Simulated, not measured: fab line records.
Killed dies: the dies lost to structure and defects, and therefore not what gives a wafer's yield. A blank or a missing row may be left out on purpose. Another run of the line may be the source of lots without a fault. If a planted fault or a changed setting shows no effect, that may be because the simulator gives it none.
Which tool is to blame? | flow sfq-line | 39 wafers from 13 lots sampled at 2 of the route's 325 steps

## WHAT THE GAUGES READ, wafer by wafer
Not one reading of a measure or inspect step in the record can be checked against a usual standard deviation.

## WHAT TOOL EACH LOT RAN ON (gives the tool, then ch and the chambers of the sampled wafers, and finally the start)
lot  | SFQ_TRILAYER_M1_LITHO_COAT_044    | SFQ_TRILAYER_M1_BARC_OPEN_METAL_ETCH_054
L747 | litho-track-01 ch 0, day 15 19:50 | rie-metal-02 ch 0,1, day 21 18:20
L748 | litho-track-02 ch 0, day 16 21:20 | rie-metal-04 ch 0,1, day 23 04:03
L751 | litho-track-04 ch 0, day 18 16:29 | rie-metal-02 ch 0,1, day 24 22:18
L754 | litho-track-04 ch 0, day 19 21:56 | rie-metal-03 ch 0, day 26 07:49
L760 | litho-track-01 ch 0, day 21 20:49 | rie-metal-02 ch 0,1, day 28 08:56
L762 | litho-track-01 ch 0, day 23 01:11 | rie-metal-02 ch 0,1, day 29 12:32
L763 | litho-track-01 ch 0, day 23 04:08 | rie-metal-03 ch 0, day 29 13:46
L764 | litho-track-01 ch 0, day 23 10:16 | rie-metal-02 ch 1, day 29 19:44
L765 | litho-track-01 ch 0, day 23 13:56 | rie-metal-02 ch 0,1, day 29 23:20
L766 | litho-track-02 ch 0, day 25 12:50 | rie-metal-02 ch 0,1, day 31 22:08
L768 | litho-track-01 ch 0, day 27 04:29 | rie-metal-02 ch 0, day 32 23:32
L769 | litho-track-01 ch 0, day 27 10:32 | rie-metal-04 ch 0,1, day 33 05:32
L770 | litho-track-02 ch 0, day 27 16:34 | rie-metal-03 ch 0,1, day 33 12:44
- SFQ_TRILAYER_M1_LITHO_COAT_044: resist thk 62 nm.
- SFQ_TRILAYER_M1_BARC_OPEN_METAL_ETCH_054: etches BARC in O2, target depth 125 nm, time 41.7 s.

## AS READ BY THE TOOLS THEMSELVES (means over the sampled wafers that have a number; for cases with no such wafer, the mark the record gives instead)
SFQ_TRILAYER_M1_LITHO_COAT_044.
lot  | tool           | resist-line-temp-C (C)
L747 | litho-track-01 | 23.10
L748 | litho-track-02 | 23.10
L751 | litho-track-04 | 23.01
L754 | litho-track-04 | 22.99
L760 | litho-track-01 | 23.00
L762 | litho-track-01 | 22.98
L763 | litho-track-01 | 23.06
L764 | litho-track-01 | 22.98
L765 | litho-track-01 | 22.94
L766 | litho-track-02 | 23.10
L768 | litho-track-01 | 22.97
L769 | litho-track-01 | 23.02
L770 | litho-track-02 | 23.16

SFQ_TRILAYER_M1_BARC_OPEN_METAL_ETCH_054.
lot  | tool         | drypump-motor-current-A (A) | oes-product-au (a.u.)
L747 | rie-metal-02 | 5.7                         | 0.685
L748 | rie-metal-04 | 5.6                         | 0.685
L751 | rie-metal-02 | 5.9                         | 0.687
L754 | rie-metal-03 | 6.2                         | 0.670
L760 | rie-metal-02 | 5.7                         | 0.689
L762 | rie-metal-02 | 5.7                         | 0.685
L763 | rie-metal-03 | 6.2                         | 0.688
L764 | rie-metal-02 | 6.2                         | 0.681
L765 | rie-metal-02 | 5.7                         | 0.686
L766 | rie-metal-02 | 5.7                         | 0.690
L768 | rie-metal-02 | 5.4                         | 0.689
L769 | rie-metal-04 | 5.6                         | 0.689
L770 | rie-metal-03 | 6.4                         | 0.686

## THE ANSWER, worked out from the rows above alone
Rule: usual is defined by the lots themselves. The widest of any qualifying gaps counts: lots, ordered by their means at a reading, are off when they make up no more than a third of the lots, leave a main group of 4 or more, and stand apart from it by 3 or more times the standard deviation of that group's means. A main group whose means are all the same, to the digits that the tables above print for the reading, isn't used. A lot without any number at a reading at which 4 lots or more have one is off too. Any other lot the step has rows for is counted as sound. The gauges are gone through in route order, then the tools' own readings, and for those a lot's mean is taken as printed above. The first step at which some lot is off is used, and at that step the reading that is off furthest; a lot without a number counts as furthest.
Off: L754 (SFQ_TRILAYER_M1_BARC_OPEN_METAL_ETCH_054, oes-product-au). For the main group the mean is 0.687 a.u. and the standard deviation 0.0024.
If a tool, at that step or one of the process steps before it, ran each lot that is off and ran no sound lot following the first of them, it fits. One fits: litho-track-04 at SFQ_TRILAYER_M1_LITHO_COAT_044. A fault onset in the window from L751 (day 18 16:29, its last sound lot) to L754 (day 19 21:56, its first lot off) fits.

## WHAT THE SIMULATOR HAD INSERTED
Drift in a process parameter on litho-track-04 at SFQ_TRILAYER_M1_LITHO_COAT_044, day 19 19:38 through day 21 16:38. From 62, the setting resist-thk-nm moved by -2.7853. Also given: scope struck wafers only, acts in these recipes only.
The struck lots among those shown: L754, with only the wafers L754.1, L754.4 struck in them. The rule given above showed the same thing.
